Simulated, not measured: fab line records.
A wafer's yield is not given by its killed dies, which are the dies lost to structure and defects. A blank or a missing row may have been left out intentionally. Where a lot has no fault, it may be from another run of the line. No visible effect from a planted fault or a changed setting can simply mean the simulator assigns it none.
fab line records | flow sfq_line
record: lots: 6 | wafers: 18 | last_day: 91
route steps=325 shown L0@6 L0V@16
lots untouched by any fault: they come from a run of this same line in which no faults occurred
start_h: hours from the record's first day to the start of the lot's first wafer shown | wait_h: hours since the lot's step before | " same as the row above | L1.1+2: a single row standing in for several wafers | - value missing, or start not given | * or withheld: withheld | < > ~ a bound
route shown NAME@n: names a module that has steps shown in the file, with the first one's number in the route | usual: mean/standard deviation of fault-free wafers | same: alike in all rows | chamber/n: place in a boat | sites: readings site by site | _std_site: standard deviation across them | _edge_site: inner sites' mean taken away from outer sites' mean | radius_mm: how far each site lies from the wafer's centre | mask NAME#n: copy n | behind: the most recent tool/chamber to have shaped the wafer | hold: why the lot was held/for how many hours/how that ended | device: transistor that didn't switch, given as n, p or np | end of line: the route-end tests of the same wafers | where a step has no rows: the recipe by itself | killed: not the wafer's yield, but the dies lost to structure and defects at the first sort | map: per-die view of a wafer (x killed, . not killed, _ where there is no die)
set.NAME: the run value of the setting; set.NAME@STEP: its run value at that earlier step | model.NAME: the simulator's own value behind a step, which no gauge read
lots at selected steps of the route; one table per step, one row per wafer
services: the hour from which a tool's chamber was out of use, counted from the record's first day as start_h (under 0 if before that day), plus the number of hours and why
== steps ==
step: SFQ_TRILAYER_L0_LITHO_COAT_010
recipe: resist: BARC | spin_rpm: 3000 | resist_thk_nm: 62
step: SFQ_TRILAYER_L0_LITHO_COAT_005
recipe: resist: KrF | spin_rpm: 3000 | resist_thk_nm: 600
step: SFQ_TRILAYER_L0_LITHO_SOFTBAKE_009
recipe: temp_c: withheld | time_s: withheld | resist: KrF
step: SFQ_TRILAYER_L0_LITHO_EXPOSE_006
recipe: mask_id: L0 | na: 0.6 | source_shape: conventional | sigma_outer: 0.65 | target_cd_nm: 2000 | dose_mj: 14.4
step: SFQ_TRILAYER_L0_LITHO_PEB_008
recipe: peb_temp_c: 115 | peb_time_s: 60 | resist: KrF
step: SFQ_TRILAYER_L0_LITHO_DEVELOP_007
recipe: time_s: 60 | resist: KrF
step: SFQ_TRILAYER_L0_BARC_OPEN_METAL_ETCH_010
recipe: mask_material: PR | chemistry: O2 | target_depth_nm: 125 | target: BARC | icp_w: 600 | bias_w: 80 | pressure_mtorr: 10 | time_s: 41.7
usual: bias_w: 80.02/0.26 | drypump_motor_current_A: 5.8/0.35 | oes_product_au: 0.685/0.0049
lot.wafer | tool         | chamber | start_h | wait_h | bias_w | drypump_motor_current_A | oes_product_au | rf_hours_counter_h
L186.1    | rie_metal-04 | 0       | 68.98   | 0.1    | 80.32  | 5.8                     | 0.688          | 153
L186.2    | "            | 1       | "       | "      | 79.68  | 6.2                     | 0.686          | 118
L186.5    | "            | 0       | "       | "      | 80.67  | 5.8                     | 0.686          | -
L190.1    | rie_metal-04 | 0       | 77.38   | 0.1    | 80.27  | 5.8                     | 0.679          | 155
L190.4    | "            | 0       | "       | "      | 79.52  | 5.8                     | 0.694          | -
L190.5    | "            | 0       | "       | "      | 79.73  | 5.8                     | 0.693          | -
L192.1    | rie_metal-02 | 1       | 87.73   | 0.1    | 79.46  | 6.3                     | 0.688          | 171
L192.4    | "            | 1       | "       | "      | 79.44  | 6.3                     | 0.687          | -
L192.5    | "            | 1       | "       | "      | 79.41  | 6.3                     | 0.685          | -
L196.1    | rie_metal-02 | 0       | 114.51  | 0.1    | 79.83  | 5.5                     | 0.687          | 98
L196.2    | "            | 1       | "       | "      | 79.65  | 6.3                     | 0.682          | 176
L196.6    | "            | 0       | "       | "      | 79.73  | 5.4                     | 0.695          | -
L199.1    | rie_metal-01 | 0       | 127.71  | 0.1    | 80.36  | 5.5                     | 0.694          | 15
L199.4    | "            | 1       | "       | "      | 79.76  | 5.4                     | 0.690          | -
L199.5    | "            | 1       | "       | "      | 79.88  | 5.4                     | 0.685          | -
L203.2    | rie_metal-01 | 0       | 145.71  | 0.1    | 79.65  | 5.5                     | 0.684          | 18
L203.4    | "            | 0       | "       | "      | 79.89  | 5.5                     | 0.696          | -
L203.6    | "            | 1       | "       | "      | 80.17  | 5.4                     | 0.674          | -
step: SFQ_TRILAYER_L0_ETCH_METAL_ETCH_008
recipe: target: MoNx_KI | stop_on: SiO2 | mask_material: PR | chemistry: SF6/O2 | target_depth_nm: 50 | icp_w: 600 | bias_w: 80 | pressure_mtorr: 10 | time_s: 25
usual: bias_w: 80.03/0.25 | drypump_motor_current_A: 5.8/0.35 | oes_product_au: 0.873/0.0061
lot.wafer | tool         | chamber | start_h | wait_h | bias_w | drypump_motor_current_A | oes_product_au | rf_hours_counter_h
L186.1    | rie_metal-04 | 0       | 69.04   | 0.0    | 79.71  | 5.8                     | 0.884          | 154
L186.2    | "            | 1       | "       | "      | 79.52  | 6.2                     | 0.870          | 118
L186.5    | "            | 0       | "       | "      | 80.14  | 5.8                     | 0.873          | -
L190.1    | rie_metal-04 | 0       | 77.46   | 0.1    | 80.19  | 5.8                     | 0.874          | 156
L190.4    | "            | 0       | "       | "      | 80.42  | 5.8                     | 0.863          | -
L190.5    | "            | 0       | "       | "      | 80.01  | 5.8                     | 0.865          | -
L192.1    | rie_metal-02 | 1       | 87.79   | 0.0    | 79.67  | 6.3                     | 0.874          | 171
L192.4    | "            | 1       | "       | "      | 79.45  | 6.3                     | 0.867          | -
L192.5    | "            | 1       | "       | "      | 80.01  | 6.3                     | 0.871          | -
L196.1    | rie_metal-02 | 0       | 114.57  | 0.0    | 79.74  | 5.5                     | 0.871          | 98
L196.2    | "            | 1       | "       | "      | 80.00  | 6.3                     | 0.872          | 176
L196.6    | "            | 0       | "       | "      | 80.21  | 5.5                     | 0.881          | -
L199.1    | rie_metal-01 | 0       | 127.77  | 0.0    | 79.64  | 5.5                     | 0.871          | 15
L199.4    | "            | 1       | "       | "      | 80.42  | 5.5                     | 0.882          | -
L199.5    | "            | 1       | "       | "      | 80.38  | 5.5                     | 0.866          | -
L203.2    | rie_metal-01 | 0       | 145.79  | 0.1    | 80.07  | 5.5                     | 0.867          | 18
L203.4    | "            | 0       | "       | "      | 80.14  | 5.5                     | 0.868          | -
L203.6    | "            | 1       | "       | "      | 80.12  | 5.5                     | 0.876          | -
step: SFQ_TRILAYER_L0_STRIP_STRIP_009
recipe: gas: O2 | power_w: 200 | platen_temp_c: 40 | overash_fraction: 0.65 | chemistry: O2 | pressure_mtorr: 50
usual: drypump_motor_current_A: 5.8/0.35 | oes_product_au: 0.997/0.0079
lot.wafer | tool         | chamber | start_h | wait_h | drypump_motor_current_A | oes_product_au | rf_hours_counter_h
L186.1    | rie_metal-04 | 0       | 69.09   | 0.0    | 5.8                     | 1.001          | 154
L186.2    | "            | 1       | "       | "      | 6.1                     | 0.994          | 118
L186.5    | "            | 0       | "       | "      | 5.8                     | 1.000          | -
L190.1    | rie_metal-04 | 0       | 77.52   | 0.0    | 5.8                     | 0.994          | 156
L190.4    | "            | 0       | "       | "      | 5.8                     | 0.997          | -
L190.5    | "            | 0       | "       | "      | 5.8                     | 1.007          | -
L192.1    | rie_metal-02 | 1       | 87.84   | 0.0    | 6.3                     | 1.012          | 171
L192.4    | "            | 1       | "       | "      | 6.3                     | 0.997          | -
L192.5    | "            | 1       | "       | "      | 6.3                     | 1.001          | -
L196.1    | rie_metal-02 | 0       | 114.62  | 0.0    | 5.4                     | 1.001          | 98
L196.2    | "            | 1       | "       | "      | 6.3                     | 1.003          | 176
L196.6    | "            | 0       | "       | "      | 5.5                     | 0.996          | -
L199.1    | rie_metal-01 | 0       | 127.82  | 0.0    | 5.5                     | 1.004          | 15
L199.4    | "            | 1       | "       | "      | 5.4                     | 0.985          | -
L199.5    | "            | 1       | "       | "      | 5.4                     | 0.989          | -
L203.2    | rie_metal-01 | 0       | 145.85  | 0.0    | 5.5                     | 1.004          | 18
L203.4    | "            | 0       | "       | "      | 5.5                     | 1.008          | -
L203.6    | "            | 1       | "       | "      | 5.4                     | 0.999          | -
step: SFQ_TRILAYER_L0_STRIP_SOLV_CLEAN_010
recipe: chemistry: NMP | temp_c: 70 | time_s: 600
step: SFQ_TRILAYER_L0_CAP_PECVD_011
recipe: material: SiO2 | temp_c: 150 | time_s: 13.333 | pressure_torr: 2.4 | rf_w: 183.3 | precursor: SiH4/N2O | target_thk_nm: 60
step: SFQ_TRILAYER_L0_VIA_LITHO_COAT_018
recipe: resist: BARC | spin_rpm: 3000 | resist_thk_nm: 62
step: SFQ_TRILAYER_L0_VIA_LITHO_COAT_013
recipe: resist: KrF | spin_rpm: 3000 | resist_thk_nm: 650
usual: chill_plate_temp_C: 23.00/0.1 | resist_line_temp_C: 23.01/0.097
lot.wafer | tool           | chamber | start_h | wait_h | chill_plate_temp_C | resist_line_temp_C | model.KrF_of_TRILAYER_L0_VIA_LITHO_COAT_013.thk_nm
L186.1    | litho_track-01 | 0       | 70.88   | 0.2    | 22.95              | 22.91              | 652.3
L186.2    | "              | 0       | "       | "      | 23.00              | 22.85              | 650.8
L186.5    | "              | 0       | "       | "      | 23.04              | 22.93              | 649
L190.1    | litho_track-01 | 0       | 78.82   | 0.2    | 22.84              | 23.10              | 652.3
L190.4    | "              | 0       | "       | "      | 22.93              | 23.07              | 649.9
L190.5    | "              | 0       | "       | "      | 23.16              | 23.03              | 652.8
L192.1    | litho_track-01 | 0       | 88.93   | 0.2    | 23.09              | 23.17              | 715.4
L192.4    | "              | 0       | "       | "      | 23.07              | 23.32              | 714.7
L192.5    | "              | 0       | "       | "      | 22.97              | 23.13              | 712.9
L196.1    | litho_track-01 | 0       | 115.72  | 0.2    | 22.99              | 22.81              | 712.9
L196.2    | "              | 0       | "       | "      | 22.88              | 22.76              | 715.2
L196.6    | "              | 0       | "       | "      | 22.83              | 23.06              | 712.4
L199.1    | litho_track-02 | 0       | 129.21  | 0.2    | 22.90              | 22.95              | 651
L199.4    | "              | 0       | "       | "      | 22.93              | 23.00              | 650.5
L199.5    | "              | 0       | "       | "      | 23.19              | 23.00              | 652.3
L203.2    | litho_track-03 | 0       | 147.20  | 0.2    | 23.00              | 23.03              | 650.2
L203.4    | "              | 0       | "       | "      | 22.99              | 23.14              | 648.7
L203.6    | "              | 0       | "       | "      | 23.00              | 22.99              | 649.2
step: SFQ_TRILAYER_L0_VIA_LITHO_SOFTBAKE_017
recipe: temp_c: withheld | time_s: withheld | resist: KrF
step: SFQ_TRILAYER_L0_VIA_LITHO_EXPOSE_014
recipe: mask_id: L0V | na: 0.6 | source_shape: conventional | sigma_outer: 0.65 | target_cd_nm: 700 | dose_mj: 21.3
step: SFQ_TRILAYER_L0_VIA_LITHO_PEB_016
recipe: peb_temp_c: 115 | peb_time_s: 60 | resist: KrF
step: SFQ_TRILAYER_L0_VIA_LITHO_DEVELOP_015
recipe: time_s: 60 | resist: KrF
step: SFQ_L0V_OVL_MEAS_903
usual: L0V_OVL: -1/6.7
lot.wafer | tool       | chamber | start_h | wait_h | L0V_OVL[nm]
L186.1    | overlay-01 | -       | 104.81  | 0.1    | -8
L186.2    | "          | -       | "       | "      | -7
L186.5    | "          | -       | "       | "      | -12
L190.1    | overlay-02 | -       | 115.71  | 0.1    | 6
L190.4    | "          | -       | "       | "      | 0
L190.5    | "          | -       | "       | "      | 11
L192.1    | overlay-02 | -       | 125.31  | 0.1    | 1
L192.4    | "          | -       | "       | "      | -3
L192.5    | "          | -       | "       | "      | 0
L196.1    | overlay-01 | -       | 149.31  | 0.1    | -6
L196.2    | "          | -       | "       | "      | -9
L196.6    | "          | -       | "       | "      | 2
L199.1    | overlay-01 | -       | 165.91  | 0.1    | -12
L199.4    | "          | -       | "       | "      | -4
L199.5    | "          | -       | "       | "      | -7
L203.2    | overlay-02 | -       | 180.49  | 0.1    | 4
L203.4    | "          | -       | "       | "      | 10
L203.6    | "          | -       | "       | "      | -1
step: SFQ_TRILAYER_L0_VIA_BARC_OPEN_VIA_ETCH_021
recipe: mask_material: PR | chemistry: O2 | target_depth_nm: 125 | target: BARC | source_w: 500 | bias_w: 80 | pressure_mtorr: 30 | time_s: 41.7
usual: bias_w: 80.01/0.25 | drypump_motor_current_A: 5.8/0.34 | oes_product_au: 0.685/0.0045
lot.wafer | tool        | chamber | start_h | wait_h | bias_w | drypump_motor_current_A | oes_product_au | rf_hours_counter_h
L186.1    | rie_diel-03 | 1       | 104.85  | 0.0    | 80.21  | 6.5                     | 0.678          | 119
L186.2    | "           | 0       | "       | "      | 80.00  | 5.4                     | 0.683          | 146
L186.5    | "           | 3       | "       | "      | 79.97  | 5.6                     | 0.685          | -
L190.1    | rie_diel-02 | 3       | 115.75  | 0.0    | 80.13  | 5.6                     | 0.686          | 1
L190.4    | "           | 1       | "       | "      | 80.07  | 5.6                     | 0.684          | 10
L190.5    | "           | 3       | "       | "      | 80.22  | 5.6                     | 0.675          | -
L192.1    | rie_diel-03 | 1       | 125.35  | 0.0    | 80.13  | 6.5                     | 0.688          | 119
L192.4    | "           | 1       | "       | "      | 80.08  | 6.5                     | 0.682          | -
L192.5    | "           | 3       | "       | "      | 79.53  | 5.6                     | 0.678          | -
L196.1    | rie_diel-04 | 1       | 149.35  | 0.0    | 80.33  | 5.3                     | 0.682          | 92
L196.2    | "           | 3       | "       | "      | 80.16  | 5.5                     | 0.680          | 109
L196.6    | "           | 3       | "       | "      | 80.11  | 5.6                     | 0.686          | -
L199.1    | rie_diel-03 | 3       | 165.95  | 0.0    | 80.04  | 5.6                     | 0.683          | 72
L199.4    | "           | 0       | "       | "      | 79.91  | 5.3                     | 0.685          | 146
L199.5    | "           | 1       | "       | "      | 79.69  | 6.5                     | 0.682          | -
L203.2    | rie_diel-02 | 2       | 180.52  | 0.0    | 80.04  | 6.1                     | 0.688          | 33
L203.4    | "           | 0       | "       | "      | 79.78  | 5.6                     | 0.673          | 2
L203.6    | "           | 2       | "       | "      | 80.21  | 6.1                     | 0.686          | -
step: SFQ_TRILAYER_L0_VIA_ETCH_VIA_ETCH_016
recipe: target: SiO2 | stop_on: MoNx_KI | mask_material: PR | chemistry: CHF3 | target_depth_nm: 80 | source_w: 500 | bias_w: 80 | pressure_mtorr: 30 | time_s: withheld
usual: bias_w: 79.98/0.26 | drypump_motor_current_A: 5.8/0.34 | oes_product_au: 0.843/0.007
lot.wafer | tool        | chamber | start_h | wait_h | bias_w | drypump_motor_current_A | oes_product_au | model.KrF_of_TRILAYER_L0_VIA_LITHO_COAT_013.thk_nm
L186.1    | rie_diel-03 | 1       | 104.89  | 0.0    | 80.30  | 6.6                     | 0.839          | 561.8
L186.2    | "           | 0       | "       | "      | 80.07  | 5.3                     | 0.839          | 562.9
L186.5    | "           | 3       | "       | "      | 80.59  | 5.6                     | 0.842          | 558.3
L190.1    | rie_diel-02 | 3       | 115.79  | 0.0    | 79.65  | 5.6                     | 0.836          | 562.2
L190.4    | "           | 1       | "       | "      | 80.40  | 5.6                     | 0.848          | 559.1
L190.5    | "           | 3       | "       | "      | 79.82  | 5.6                     | 0.859          | 562.6
L192.1    | rie_diel-03 | 1       | 125.41  | 0.0    | 79.99  | 6.5                     | 0.837          | 624.8
L192.4    | "           | 1       | "       | "      | 79.86  | 6.5                     | 0.846          | 624.2
L192.5    | "           | 3       | "       | "      | 79.79  | 5.6                     | 0.840          | 622.2
L196.1    | rie_diel-04 | 1       | 149.39  | 0.0    | 79.94  | 5.3                     | 0.844          | 622.7
L196.2    | "           | 3       | "       | "      | 79.88  | 5.6                     | 0.843          | 626
L196.6    | "           | 3       | "       | "      | 80.20  | 5.6                     | 0.852          | 623.7
L199.1    | rie_diel-03 | 3       | 165.99  | 0.0    | 79.92  | 5.6                     | 0.843          | 560.4
L199.4    | "           | 0       | "       | "      | 79.77  | 5.3                     | 0.856          | 562.8
L199.5    | "           | 1       | "       | "      | 79.67  | 6.5                     | 0.852          | 561.8
L203.2    | rie_diel-02 | 2       | 180.56  | 0.0    | 79.76  | 6.1                     | 0.843          | 561.2
L203.4    | "           | 0       | "       | "      | 80.86  | 5.6                     | 0.832          | 558.4
L203.6    | "           | 2       | "       | "      | 79.79  | 6.1                     | 0.843          | 560.1
step: SFQ_TRILAYER_L0_VIA_STRIP_STRIP_017
recipe: gas: O2 | power_w: 200 | platen_temp_c: 40 | overash_fraction: 0.65 | chemistry: O2 | pressure_mtorr: 50
usual: drypump_motor_current_A: 5.75/0.28 | oes_product_au: 0.996/0.0078
lot.wafer | tool         | chamber | start_h | wait_h | drypump_motor_current_A | oes_product_au | rf_hours_counter_h
L186.1    | rie_metal-03 | 1       | 104.94  | -      | 5.72                    | 1.004          | 136
L186.2    | "            | 0       | "       | "      | 5.91                    | 0.993          | 196
L186.5    | "            | 1       | "       | "      | 5.73                    | 0.994          | -
L190.1    | rie_metal-03 | 1       | 115.84  | -      | 5.73                    | 0.993          | 138
L190.4    | "            | 0       | "       | "      | 5.90                    | 0.979          | -
L190.5    | "            | 0       | "       | "      | 5.88                    | 0.991          | -
L192.1    | rie_metal-03 | 1       | 125.48  | -      | 5.71                    | 0.999          | 140
L192.4    | "            | 1       | "       | "      | 5.73                    | 0.995          | -
L192.5    | "            | 1       | "       | "      | 5.74                    | 1.003          | -
L196.1    | rie_metal-02 | 0       | 149.44  | -      | 5.47                    | 0.990          | 106
L196.2    | "            | 1       | "       | "      | 6.30                    | 0.992          | 184
L196.6    | "            | 1       | "       | "      | 6.29                    | 1.000          | -
L199.1    | rie_metal-03 | 0       | 166.04  | -      | 5.88                    | 0.996          | 5
L199.4    | "            | 0       | "       | "      | 5.92                    | 0.989          | -
L199.5    | "            | 0       | "       | "      | 5.90                    | 0.994          | -
L203.2    | rie_metal-02 | 1       | 180.60  | -      | 6.27                    | 1.006          | 189
L203.4    | "            | 1       | "       | "      | 6.27                    | 1.005          | -
L203.6    | "            | 1       | "       | "      | 6.27                    | 1.007          | -
== services ==
tool         | chamber | start_h | hours | kind
rie_diel-02  | 0       | 59.69   | 2.9   | repair
rie_diel-02  | 0       | 62.63   | -     | clean
rie_diel-02  | 0       | 62.63   | 16.1  | scheduled_down
rie_diel-02  | 0       | 62.63   | 16.1  | vent_cycle
rie_metal-02 | -       | 74.25   | 1.4   | pm
rie_metal-04 | -       | 82.32   | 2.8   | pm
rie_diel-04  | 3       | 95.21   | 13.0  | repair
rie_metal-03 | -       | 107.02  | 0.4   | repair
rie_metal-01 | 0       | 113.52  | 6.9   | repair
rie_diel-03  | 2       | 118.70  | -     | clean
rie_diel-03  | 2       | 118.70  | 13.7  | scheduled_down
rie_diel-03  | 2       | 118.70  | 13.7  | vent_cycle
rie_diel-03  | 0       | 118.95  | 10.3  | repair
rie_metal-03 | 0       | 119.71  | -     | clean
rie_metal-03 | 0       | 119.71  | 18.8  | scheduled_down
rie_diel-02  | 1       | 120.78  | 6.7   | repair
rie_metal-04 | 0       | 128.13  | 6.3   | repair
rie_metal-04 | -       | 139.01  | 0.4   | repair
rie_metal-01 | 1       | 166.82  | -     | clean
rie_metal-01 | 1       | 166.82  | 22.6  | scheduled_down
rie_metal-01 | 1       | 166.82  | 22.6  | vent_cycle
rie_metal-01 | -       | 170.67  | 14.6  | pm
rie_diel-02  | 3       | 171.54  | 5.0   | repair
rie_metal-02 | -       | 176.28  | 0.6   | repair
== key ==
first_sign none at tools or gauges
model_effect: step: SFQ_TRILAYER_L0_VIA_LITHO_COAT_013 | value: KrF_of_TRILAYER_L0_VIA_LITHO_COAT_013.thk_nm | without: 651.4 | struck: 713.9
model_effect: step: SFQ_TRILAYER_L0_VIA_ETCH_VIA_ETCH_016 | value: KrF_of_TRILAYER_L0_VIA_LITHO_COAT_013.thk_nm | without: 561.4 | struck: 623.9
met_at SFQ_TRILAYER_L0_VIA_LITHO_COAT_013
struck_wafers L192.1,L192.4,L192.5,L196.1,L196.2,L196.6
onset_between 78.82 88.93
also_fits SFQ_TRILAYER_L0_BARC_OPEN_METAL_ETCH_010:rie_metal-02,SFQ_TRILAYER_L0_ETCH_METAL_ETCH_008:rie_metal-02,SFQ_TRILAYER_L0_STRIP_STRIP_009:rie_metal-02
fault: kind: process_parameter_drift | tool: litho_track-01 | chamber: - | onset_h: 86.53 | steps: SFQ_TRILAYER_L0_VIA_LITHO_COAT_013 | channel: resist_thk_nm | offset: 62.356 | shape: step | end_h: 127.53 | acts_in: these_recipes_only | stated: 650
